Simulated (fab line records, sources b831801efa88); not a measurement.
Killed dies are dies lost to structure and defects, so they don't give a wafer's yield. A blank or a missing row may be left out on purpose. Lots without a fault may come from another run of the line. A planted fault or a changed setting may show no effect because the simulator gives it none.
fab line records | flow sfq_line
record lots=7 wafers=21 last_day=82
route steps=325 shown C5@246 M6@251 I6@266 M7@281 M8@325
lots that met no fault: from a run of the same line without faults
start_h: hours from the record's first day to the start of the lot's first wafer shown | wait_h: hours since the lot's step before | " the same as in the row above | L1.1+2: a row that stands for several wafers | - no value, or no start given | * or withheld: withheld | < > ~ a bound
route shown NAME@n: a module of which the file shows steps, and the number in the route of the first | usual: mean/standard deviation of fault-free wafers | same: alike in all rows | chamber/n: place in a boat | sites: the reading at each site | _std_site: their standard deviation | _edge_site: outer sites' mean less inner sites' | radius_mm: how far each site lies from the wafer's centre | mask NAME#n: copy n | behind: the tool/chamber that last shaped the wafer | hold: why the lot was held/for how many hours/how that ended | device: the transistor (n, p or np) that didn't switch | end of line: the same wafers' tests at the end of the route | a step without rows: its recipe alone | killed: dies lost to structure and defects at the first sort, not the wafer's yield | map: a wafer's dies, x killed, . not, _ none there
set.NAME: the setting as run; set.NAME@STEP: as run at that earlier step | model.NAME: the simulator's own value behind a step, which no gauge read
lots at some steps of the route; a table a step, a row a wafer
services: from which hour (start_h, from the record's first day; less than 0 if before it) a tool's chamber was out of use, for how many hours, and why
## steps
# step SFQ_C5_OVL_MEAS_937
# usual C5_OVL=-3/6.2
# columns lot.wafer tool chamber start_h wait_h C5_OVL[nm]
L300.1 overlay-01 - 1590.08 0.1 -1
L300.2 " - " " -7
L300.5 " - " " -13
L301.3 overlay-02 - 1596.94 0.1 -1
L301.4 " - " " -13
L301.5 " - " " -8
L302.1 overlay-02 - 1599.33 0.1 -5
L302.2 " - " " -6
L302.3 " - " " -1
L311.1 overlay-01 - 1676.20 0.1 1
L311.3 " - " " 7
L311.6 " - " " -2
L318.3 overlay-02 - 1725.21 0.1 -16
L318.4 " - " " -8
L318.6 " - " " -4
L319.1 overlay-02 - 1730.00 0.1 2
L319.3 " - " " 2
L319.5 " - " " -4
L320.1 overlay-02 - 1732.40 0.1 3
L320.5 " - " " 2
L320.6 " - " " -8
# step SFQ_TRILAYER_C5_BARC_OPEN_VIA_ETCH_210
# recipe mask_material=PR chemistry=O2 target_depth_nm=125 target=BARC source_w=500 bias_w=80 pressure_mtorr=30 time_s=41.7
# step SFQ_TRILAYER_C5_ETCH_VIA_ETCH_154
# recipe target=SiO2 mask_material=PR chemistry=CHF3 target_depth_nm=84 source_w=500 bias_w=80 pressure_mtorr=30 time_s=withheld stop_on=Nb
# step SFQ_TRILAYER_C5_STRIP_STRIP_155
# recipe gas=O2 power_w=200 platen_temp_c=40 overash_fraction=0.65 chemistry=O2 pressure_mtorr=50
# step SFQ_TRILAYER_C5_STRIP_SOLV_CLEAN_156
# recipe chemistry=NMP temp_c=70 time_s=600
# step SFQ_TRILAYER_M6_DEP_PRE_CLEAN_158
# recipe gas=Ar time_s=22.5 bias_v=250
# step SFQ_TRILAYER_M6_DEP_SPUTTER_157
# recipe material=Nb base_pressure_pa=1.33e-06 chamber_pressure_pa=0.1333 substrate_temp_c=20 target_thk_nm=200 power_w=2000 time_s=133.3
# usual throttle_valve_pct=30.1/0.91
# columns lot.wafer tool chamber start_h wait_h throttle_valve_pct
L300.1 pvd_sputter-06 - 1591.01 0.0 28.6
L300.2 " - " " 30.3
L300.5 " - " " 29.0
L301.3 pvd_sputter-05 - 1597.88 0.0 29.3
L301.4 " - " " 32.0
L301.5 " - " " 30.0
L302.1 pvd_sputter-04 - 1600.28 0.0 31.0
L302.2 " - " " 29.3
L302.3 " - " " 30.9
L311.1 pvd_sputter-06 - 1677.17 0.0 29.5
L311.3 " - " " 28.8
L311.6 " - " " 30.0
L318.3 pvd_sputter-06 - 1726.13 0.0 30.0
L318.4 " - " " 29.6
L318.6 " - " " 31.2
L319.1 pvd_sputter-06 - 1730.93 0.0 31.3
L319.3 " - " " 30.1
L319.5 " - " " 30.2
L320.1 pvd_sputter-04 - 1733.33 0.0 30.7
L320.5 " - " " 30.9
L320.6 " - " " 30.6
# step SFQ_M6_RS_MEAS_938
# recipe thk_meas_gauge=four-point-probe reads=Nb_of_TRILAYER_M6_DEP_SPUTTER_157
# usual M6_NB_RS=0.889/0.0093
# columns lot.wafer tool chamber start_h wait_h M6_NB_RS[ohm/sq]
L300.1 film_metro-01 - 1591.10 0.0 0.879
L300.2 " - " " 0.889
L300.5 " - " " 0.882
L301.3 film_metro-02 - 1598.01 0.1 0.888
L301.4 " - " " 0.884
L301.5 " - " " 0.888
L302.1 film_metro-01 - 1600.37 0.0 0.906
L302.2 " - " " 0.896
L302.3 " - " " 0.900
L311.1 film_metro-04 - 1677.27 0.0 0.880
L311.3 " - " " 0.883
L311.6 " - " " 0.895
L318.3 film_metro-04 - 1726.26 0.1 0.891
L318.4 " - " " 0.893
L318.6 " - " " 0.893
L319.1 film_metro-04 - 1731.02 0.0 0.891
L319.3 " - " " 0.888
L319.5 " - " " 0.888
L320.1 film_metro-04 - 1733.42 0.0 0.889
L320.5 " - " " 0.890
L320.6 " - " " 0.888
# step SFQ_TRILAYER_M6_LITHO_COAT_164
# recipe resist=BARC spin_rpm=3000 resist_thk_nm=62
# step SFQ_TRILAYER_M6_LITHO_COAT_159
# recipe resist=KrF spin_rpm=3000 resist_thk_nm=600
# step SFQ_TRILAYER_M6_LITHO_SOFTBAKE_163
# recipe temp_c=withheld time_s=withheld resist=KrF
# step SFQ_TRILAYER_M6_LITHO_EXPOSE_160
# recipe mask_id=M6 na=0.6 source_shape=conventional sigma_outer=0.65 target_cd_nm=500 dose_mj=14.4
# usual exposure_dose_mJ_cm2=14.398/0.017
# columns lot.wafer tool chamber start_h wait_h mask exposure_dose_mJ_cm2
L300.1 krf_scanner-01 0 1629.45 - M6#0 14.410
L300.2 " 0 " " M6#0 14.389
L300.5 " 0 " " M6#0 14.433
L301.3 krf_scanner-01 0 1633.45 - M6#0 14.412
L301.4 " 0 " " M6#0 14.396
L301.5 " 0 " " M6#0 14.378
L302.1 krf_scanner-01 0 1636.67 - M6#0 14.385
L302.2 " 0 " " M6#0 14.424
L302.3 " 0 " " M6#0 14.394
L311.1 krf_scanner-01 0 1704.70 - M6#0 14.373
L311.3 " 0 " " M6#0 14.373
L311.6 " 0 " " M6#0 14.373
L318.3 krf_scanner-01 0 1750.49 - M6#0 14.383
L318.4 " 0 " " M6#0 14.413
L318.6 " 0 " " M6#0 14.422
L319.1 krf_scanner-01 0 1756.09 - M6#0 14.397
L319.3 " 0 " " M6#0 14.405
L319.5 " 0 " " M6#0 14.396
L320.1 krf_scanner-01 0 1761.74 - M6#0 14.412
L320.5 " 0 " " M6#0 14.418
L320.6 " 0 " " M6#0 14.407
# step SFQ_TRILAYER_M6_LITHO_PEB_162
# recipe peb_temp_c=115 peb_time_s=60 resist=KrF
# step SFQ_TRILAYER_M6_LITHO_DEVELOP_161
# recipe time_s=60 resist=KrF
# step SFQ_M6_OVL_MEAS_940
# usual M6_OVL=-1/5.6
# columns lot.wafer tool chamber start_h wait_h M6_OVL[nm]
L300.1 overlay-01 - 1630.95 0.1 2
L300.2 " - " " 4
L300.5 " - " " 10
L301.3 overlay-01 - 1634.57 0.1 -11
L301.4 " - " " -5
L301.5 " - " " -9
L302.1 overlay-01 - 1638.17 0.1 -3
L302.2 " - " " 7
L302.3 " - " " 2
L311.1 overlay-01 - 1706.20 0.1 -2
L311.3 " - " " 3
L311.6 " - " " 0
L318.3 overlay-01 - 1751.61 0.1 4
L318.4 " - " " -5
L318.6 " - " " -4
L319.1 overlay-01 - 1757.59 0.1 10
L319.3 " - " " 11
L319.5 " - " " 10
L320.1 overlay-02 - 1763.24 0.1 1
L320.5 " - " " 3
L320.6 " - " " 2
# step SFQ_TRILAYER_M6_BARC_OPEN_METAL_ETCH_206
# recipe mask_material=PR chemistry=O2 target_depth_nm=125 target=BARC icp_w=600 bias_w=80 pressure_mtorr=10 time_s=41.7
# usual drypump_motor_current_A=5.5/0.44 oes_product_au=0.686/0.0045
# columns lot.wafer tool chamber start_h wait_h drypump_motor_current_A oes_product_au rf_hours_counter_h model.M6.cd_nm
L300.1 rie_metal-03 0 1630.99 0.0 6.0 0.686 43 477.8
L300.2 " 1 " " 5.0 0.683 67 499.8
L300.5 " 0 " " 6.0 0.686 - 502.5
L301.3 rie_metal-01 0 1634.61 0.0 6.1 0.679 - 473.8
L301.4 " 1 " " 5.5 0.690 - 498
L301.5 " 1 " " 5.5 0.684 - 498.3
L302.1 rie_metal-01 0 1638.20 0.0 6.1 0.687 88 478
L302.2 " 1 " " 5.5 0.686 36 501.4
L302.3 " 1 " " 5.6 0.689 - 478.3
L311.1 rie_metal-01 1 1706.24 0.0 5.5 0.686 48 503.3
L311.3 " 0 " " 6.1 0.688 - 504.7
L311.6 " 0 " " 6.1 0.683 - 503.8
L318.3 rie_metal-01 0 1751.65 0.0 6.1 0.688 - 501.6
L318.4 " 1 " " 5.5 0.687 - 501.8
L318.6 " 1 " " 5.5 0.692 - 502.4
L319.1 rie_metal-04 1 1757.63 0.0 5.0 0.690 37 500.6
L319.3 " 1 " " 5.0 0.686 - 501.6
L319.5 " 0 " " 5.2 0.687 - 500.6
L320.1 rie_metal-04 1 1763.28 0.0 5.0 0.682 38 502.6
L320.5 " 0 " " 5.3 0.693 - 500.7
L320.6 " 1 " " 5.0 0.681 - 501.3
# step SFQ_TRILAYER_M6_ETCH_METAL_ETCH_162
# recipe target=Nb stop_on=SiO2 mask_material=PR chemistry=Cl2/Ar target_depth_nm=240 icp_w=600 bias_w=80 pressure_mtorr=10 time_s=120
# usual drypump_motor_current_A=5.5/0.44 oes_product_au=0.894/0.0067
# columns lot.wafer tool chamber start_h wait_h drypump_motor_current_A oes_product_au rf_hours_counter_h model.M6.cd_nm
L300.1 rie_metal-03 0 1631.05 0.0 6.0 0.903 43 479.3
L300.2 " 1 " " 5.0 0.902 67 500.2
L300.5 " 0 " " 6.0 0.900 - 504
L301.3 rie_metal-01 0 1634.69 0.1 6.1 0.885 - 473.3
L301.4 " 1 " " 5.5 0.896 - 498.3
L301.5 " 1 " " 5.5 0.897 - 498.8
L302.1 rie_metal-01 0 1638.26 0.0 6.0 0.888 88 477.9
L302.2 " 1 " " 5.5 0.895 36 501.9
L302.3 " 1 " " 5.5 0.883 - 479.4
L311.1 rie_metal-01 1 1706.30 0.0 5.5 0.897 48 504
L311.3 " 0 " " 6.1 0.903 - 504.4
L311.6 " 0 " " 6.1 0.888 - 504.2
L318.3 rie_metal-01 0 1751.73 0.1 6.1 0.900 - 502.1
L318.4 " 1 " " 5.5 0.886 - 501.4
L318.6 " 1 " " 5.5 0.896 - 502.9
L319.1 rie_metal-04 1 1757.69 0.0 5.0 0.900 37 501.1
L319.3 " 1 " " 5.0 0.899 - 501.8
L319.5 " 0 " " 5.3 0.887 - 500.4
L320.1 rie_metal-04 1 1763.34 0.0 5.0 0.898 38 503.1
L320.5 " 0 " " 5.2 0.892 - 500.3
L320.6 " 1 " " 5.0 0.892 - 502
# step SFQ_TRILAYER_M6_STRIP_STRIP_163
# recipe gas=O2 power_w=200 platen_temp_c=40 overash_fraction=0.65 chemistry=O2 pressure_mtorr=50
# usual drypump_motor_current_A=5.5/0.44 oes_product_au=0.999/0.0074
# columns lot.wafer tool chamber start_h wait_h drypump_motor_current_A oes_product_au rf_hours_counter_h
L300.1 rie_metal-03 0 1631.17 0.1 6.0 0.992 43
L300.2 " 1 " " 4.9 0.995 67
L300.5 " 0 " " 6.0 1.000 -
L301.3 rie_metal-01 0 1634.97 0.2 6.1 0.997 -
L301.4 " 1 " " 5.5 0.998 -
L301.5 " 1 " " 5.5 0.994 -
L302.1 rie_metal-01 0 1638.39 0.1 6.1 1.004 88
L302.2 " 1 " " 5.5 0.987 36
L302.3 " 1 " " 5.5 0.993 -
L311.1 rie_metal-01 1 1706.42 0.1 5.5 0.992 48
L311.3 " 0 " " 6.1 0.996 -
L311.6 " 0 " " 6.1 0.997 -
L318.3 rie_metal-01 0 1752.01 0.2 6.1 1.006 -
L318.4 " 1 " " 5.5 0.990 -
L318.6 " 1 " " 5.5 0.988 -
L319.1 rie_metal-04 1 1757.81 0.1 5.0 0.997 37
L319.3 " 1 " " 5.0 0.986 -
L319.5 " 0 " " 5.2 1.016 -
L320.1 rie_metal-04 1 1763.46 0.1 5.0 1.009 38
L320.5 " 0 " " 5.2 1.004 -
L320.6 " 1 " " 5.0 1.002 -
# step SFQ_TRILAYER_M6_STRIP_SOLV_CLEAN_164
# recipe chemistry=NMP temp_c=70 time_s=600
# step SFQ_TRILAYER_I6_DEP_PECVD_165
# recipe material=SiO2 temp_c=150 time_s=111.11 pressure_torr=2.4 rf_w=183.3 precursor=SiH4/N2O target_thk_nm=500
# usual heater_power_w=85/15 throttle_valve_pct=25.4/1.2
# columns lot.wafer tool chamber start_h wait_h heater_power_w throttle_valve_pct
L300.1 pecvd-02 0 1631.97 0.0 114 26.2
L300.2 " 1 " " 77 27.0
L300.5 " 2 " " 82 25.3
L301.3 pecvd-03 2 1635.55 0.0 51 27.2
L301.4 " 0 " " 80 25.0
L301.5 " 2 " " 53 26.7
L302.1 pecvd-02 1 1639.16 0.0 76 27.0
L302.2 " 2 " " 82 25.2
L302.3 " 2 " " 85 25.3
L311.1 pecvd-04 1 1707.20 0.0 85 25.4
L311.3 " 0 " " 90 26.3
L311.6 " 0 " " 93 26.3
L318.3 pecvd-03 2 1752.64 0.0 63 24.1
L318.4 " 1 " " 72 23.5
L318.6 " 2 " " 67 24.0
L319.1 pecvd-03 1 1758.59 0.0 76 23.8
L319.3 " 0 " " 90 23.1
L319.5 " 2 " " 65 24.2
L320.1 pecvd-02 0 1764.24 0.0 116 26.2
L320.5 " 2 " " 90 25.8
L320.6 " 0 " " 98 26.1
# step SFQ_TRILAYER_I6_CMP_CMP_166
# recipe material=SiO2 down_force_psi=3 platen_rpm=60 pad_velocity_m_s=0.94248
# step SFQ_I6_BOW_MEAS_941
# recipe mode=bow
# usual I6_BOW=8/10
# columns lot.wafer tool chamber start_h wait_h I6_BOW[um]
L300.1 film_metro-03 - 1635.63 1.0 11
L300.2 " - " " -2
L300.5 " - " " -3
L301.3 film_metro-03 - 1638.67 2.0 -4
L301.4 " - " " 5
L301.5 " - " " 13
L302.1 film_metro-01 - 1644.44 2.5 -4
L302.2 " - " " 11
L302.3 " - " " 10
L311.1 film_metro-03 - 1710.88 2.5 2
L311.3 " - " " 13
L311.6 " - " " 6
L318.3 film_metro-03 - 1757.65 2.5 27
L318.4 " - " " 33
L318.6 " - " " 21
L319.1 film_metro-01 - 1762.11 2.5 21
L319.3 " - " " -5
L319.5 " - " " 7
L320.1 film_metro-02 - 1769.62 1.5 -7
L320.5 " - " " 6
L320.6 " - " " 5
# step SFQ_TRILAYER_I6_METRO_MEASURE_167
# step SFQ_TRILAYER_I6_VIA_LITHO_COAT_174
# recipe resist=BARC spin_rpm=3000 resist_thk_nm=62
# step SFQ_TRILAYER_I6_VIA_LITHO_COAT_169
# recipe resist=KrF spin_rpm=3000 resist_thk_nm=650
# step SFQ_TRILAYER_I6_VIA_LITHO_SOFTBAKE_173
# recipe temp_c=withheld time_s=withheld resist=KrF
# step SFQ_TRILAYER_I6_VIA_LITHO_EXPOSE_170
# recipe mask_id=I6 na=0.6 source_shape=conventional sigma_outer=0.65 target_cd_nm=700 dose_mj=21.3
# step SFQ_TRILAYER_I6_VIA_LITHO_PEB_172
# recipe peb_temp_c=115 peb_time_s=60 resist=KrF
# step SFQ_TRILAYER_I6_VIA_LITHO_DEVELOP_171
# recipe time_s=60 resist=KrF
# step SFQ_I6_OVL_MEAS_942
# usual I6_OVL=-2/5.8
# columns lot.wafer tool chamber start_h wait_h I6_OVL[nm]
L300.1 overlay-01 - 1662.17 0.1 -11
L300.2 " - " " -8
L300.5 " - " " -10
L301.3 overlay-01 - 1664.58 0.1 2
L301.4 " - " " -6
L301.5 " - " " 4
L302.1 overlay-01 - 1668.17 0.1 -1
L302.2 " - " " -5
L302.3 " - " " 1
L311.1 overlay-02 - 1733.60 0.1 -4
L311.3 " - " " -6
L311.6 " - " " -14
L318.3 overlay-02 - 1788.46 0.1 0
L318.4 " - " " -2
L318.6 " - " " -2
L319.1 overlay-02 - 1792.04 0.1 -10
L319.3 " - " " -11
L319.5 " - " " -7
L320.1 overlay-02 - 1795.64 0.1 -8
L320.5 " - " " -5
L320.6 " - " " -2
# step SFQ_TRILAYER_I6_VIA_BARC_OPEN_VIA_ETCH_235
# recipe mask_material=PR chemistry=O2 target_depth_nm=125 target=BARC source_w=500 bias_w=80 pressure_mtorr=30 time_s=41.7
# step SFQ_TRILAYER_I6_VIA_ETCH_VIA_ETCH_172
# recipe target=SiO2 stop_on=Nb mask_material=PR taper_deg=20 chemistry=CHF3 target_depth_nm=260 source_w=500 bias_w=80 pressure_mtorr=30 time_s=withheld
# usual drypump_motor_current_A=5.8/0.58 oes_product_au=0.854/0.0046
# columns lot.wafer tool chamber start_h wait_h drypump_motor_current_A oes_product_au
L300.1 rie_diel-03 0 1662.24 0.0 5.1 0.859
L300.2 " 1 " " 6.5 0.852
L300.5 " 1 " " 6.5 0.858
L301.3 rie_diel-03 1 1664.64 0.0 6.5 0.855
L301.4 " 2 " " 6.5 0.856
L301.5 " 1 " " 6.5 0.854
L302.1 rie_diel-03 1 1668.24 0.0 6.5 0.859
L302.2 " 2 " " 6.5 0.861
L302.3 " 0 " " 5.1 0.858
L311.1 rie_diel-03 3 1733.68 0.0 5.2 0.848
L311.3 " 1 " " 6.5 0.858
L311.6 " 0 " " 5.1 0.848
L318.3 rie_diel-03 3 1788.52 0.0 5.2 0.858
L318.4 " 2 " " 6.5 0.845
L318.6 " 0 " " 5.1 0.852
L319.1 rie_diel-03 2 1792.12 0.0 6.5 0.854
L319.3 " 0 " " 5.1 0.854
L319.5 " 0 " " 5.1 0.852
L320.1 rie_diel-04 0 1795.72 0.0 5.6 0.850
L320.5 " 0 " " 5.6 0.858
L320.6 " 3 " " 6.3 0.853
# step SFQ_TRILAYER_I6_VIA_STRIP_STRIP_173
# recipe gas=O2 power_w=200 platen_temp_c=40 overash_fraction=0.65 chemistry=O2 pressure_mtorr=50
# usual drypump_motor_current_A=5.6/0.56 oes_product_au=1.000/0.0071
# columns lot.wafer tool chamber start_h wait_h drypump_motor_current_A oes_product_au rf_hours_counter_h
L300.1 rie_metal-03 0 1662.35 - 6.1 1.000 50
L300.2 " 1 " " 4.9 1.002 74
L300.5 " 1 " " 4.9 0.990 -
L301.3 rie_metal-04 0 1664.95 - 5.3 1.012 -
L301.4 " 1 " " 5.0 0.998 -
L301.5 " 0 " " 5.3 1.005 -
L302.1 rie_metal-02 0 1668.35 - 6.4 0.999 89
L302.2 " 1 " " 5.6 0.990 37
L302.3 " 0 " " 6.5 0.993 -
L311.1 rie_metal-04 1 1733.79 - 5.0 1.004 33
L311.3 " 0 " " 5.3 1.013 -
L311.6 " 0 " " 5.3 1.008 -
L318.3 rie_metal-02 1 1788.83 - 5.6 1.004 -
L318.4 " 0 " " 6.5 0.988 -
L318.6 " 1 " " 5.6 0.998 -
L319.1 rie_metal-02 1 1792.23 - 5.6 0.997 58
L319.3 " 1 " " 5.6 1.004 -
L319.5 " 1 " " 5.6 0.990 -
L320.1 rie_metal-04 1 1795.83 - 5.0 1.000 45
L320.5 " 1 " " 5.0 0.992 -
L320.6 " 1 " " 5.0 1.004 -
# step SFQ_TRILAYER_I6_VIA_STRIP_SOLV_CLEAN_174
# recipe chemistry=NMP temp_c=70 time_s=600
# step SFQ_TRILAYER_M7_DEP_PRE_CLEAN_176
# recipe gas=Ar time_s=22.5 bias_v=250
# step SFQ_TRILAYER_M7_DEP_SPUTTER_175
# recipe material=Nb base_pressure_pa=1.33e-06 chamber_pressure_pa=0.1333 substrate_temp_c=20 target_thk_nm=200 power_w=2000 time_s=133.3
# step SFQ_M7_RS_MEAS_943
# recipe thk_meas_gauge=four-point-probe reads=Nb_of_TRILAYER_M7_DEP_SPUTTER_175
# usual M7_NB_RS=0.887/0.0072
# columns lot.wafer tool chamber start_h wait_h M7_NB_RS[ohm/sq]
L300.1 film_metro-04 - 1663.25 0.0 0.879
L300.2 " - " " 0.881
L300.5 " - " " 0.876
L301.3 film_metro-04 - 1665.69 0.1 0.890
L301.4 " - " " 0.904
L301.5 " - " " 0.892
L302.1 film_metro-03 - 1669.25 0.0 0.889
L302.2 " - " " 0.885
L302.3 " - " " 0.888
L311.1 film_metro-01 - 1734.69 0.0 0.884
L311.3 " - " " 0.883
L311.6 " - " " 0.887
L318.3 film_metro-03 - 1789.57 0.1 0.889
L318.4 " - " " 0.881
L318.6 " - " " 0.893
L319.1 film_metro-01 - 1793.13 0.0 0.884
L319.3 " - " " 0.890
L319.5 " - " " 0.887
L320.1 film_metro-03 - 1797.33 0.0 0.895
L320.5 " - " " 0.888
L320.6 " - " " 0.900
# step SFQ_TRILAYER_M7_LITHO_COAT_182
# recipe resist=BARC spin_rpm=3000 resist_thk_nm=62
# step SFQ_TRILAYER_M7_LITHO_COAT_177
# recipe resist=KrF spin_rpm=3000 resist_thk_nm=600
# step SFQ_TRILAYER_M7_LITHO_SOFTBAKE_181
# recipe temp_c=withheld time_s=withheld resist=KrF
# step SFQ_M8_BOW_MEAS_951
# recipe mode=bow
# usual M8_BOW=8/11
# columns lot.wafer tool chamber start_h wait_h M8_BOW[um] model.etest.m6.ohm_um
L300.1 film_metro-01 - 1802.40 0.0 11 1.831
L300.2 " - " " -2 1.775
L300.5 " - " " -4 1.748
L301.3 film_metro-01 - 1802.91 0.0 -1 1.874
L301.4 " - " " 7 1.771
L301.5 " - " " 17 1.778
L302.1 film_metro-01 - 1808.77 0.0 -9 1.891
L302.2 " - " " 7 1.778
L302.3 " - " " 5 1.873
L311.1 film_metro-02 - 1915.12 0.0 4 1.747
L311.3 " - " " 15 1.751
L311.6 " - " " 7 1.774
L318.3 film_metro-04 - 1957.39 0.0 28 1.773
L318.4 " - " " 31 1.782
L318.6 " - " " 20 1.776
L319.1 film_metro-04 - 1958.55 0.0 24 1.778
L319.3 " - " " -2 1.765
L319.5 " - " " 10 1.775
L320.1 film_metro-01 - 1962.40 0.0 -7 1.767
L320.5 " - " " 5 1.784
L320.6 " - " " 5 1.77
## services
# columns tool chamber start_h hours kind
krf_scanner-01 - 1581.58 1.0 pm
rie_diel-04 3 1587.93 18.5 repair
krf_scanner-01 - 1590.98 1.3 pm
pvd_sputter-05 - 1592.70 3.2 repair
pecvd-04 - 1598.21 0.6 repair
pvd_sputter-04 - 1605.02 11.2 repair
krf_scanner-01 - 1606.23 4.0 pm
pecvd-02 0 1621.04 4.2 repair
pecvd-02 - 1635.49 0.9 repair
pecvd-02 0 1637.52 3.6 repair
rie_metal-02 - 1642.20 0.2 repair
pvd_sputter-06 - 1676.52 0.6 repair
pvd_sputter-06 - 1684.54 6.1 repair
pecvd-03 - 1686.25 14.0 pm
pvd_sputter-04 - 1690.26 4.1 repair
rie_metal-04 - 1699.03 14.6 pm
pecvd-02 2 1710.69 2.4 repair
krf_scanner-01 - 1711.90 1.0 pm
rie_metal-04 - 1713.63 1.4 pm
rie_metal-04 0 1719.21 1.7 repair
pecvd-03 0 1749.33 5.1 repair
rie_metal-01 - 1752.88 0.4 repair
krf_scanner-01 - 1759.24 1.3 pm
rie_metal-04 0 1790.95 6.4 repair
## key
first_sign none at tools or gauges
model_effect step=SFQ_TRILAYER_M6_BARC_OPEN_METAL_ETCH_206 value=M6.cd_nm without=500 struck=477
model_effect step=SFQ_TRILAYER_M6_ETCH_METAL_ETCH_162 value=M6.cd_nm without=500.5 struck=477.5
model_effect step=SFQ_M8_BOW_MEAS_951 value=etest.m6.ohm_um without=1.781 struck=1.867
met_at SFQ_TRILAYER_M6_LITHO_EXPOSE_160
struck_wafers L300.1,L301.3,L302.1,L302.3
fault kind=process_parameter_drift tool=krf_scanner-01 chamber=- onset_h=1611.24 steps=SFQ_TRILAYER_M6_LITHO_EXPOSE_160 channel=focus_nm offset=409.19 shape=step end_h=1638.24 scope=struck_wafers_only
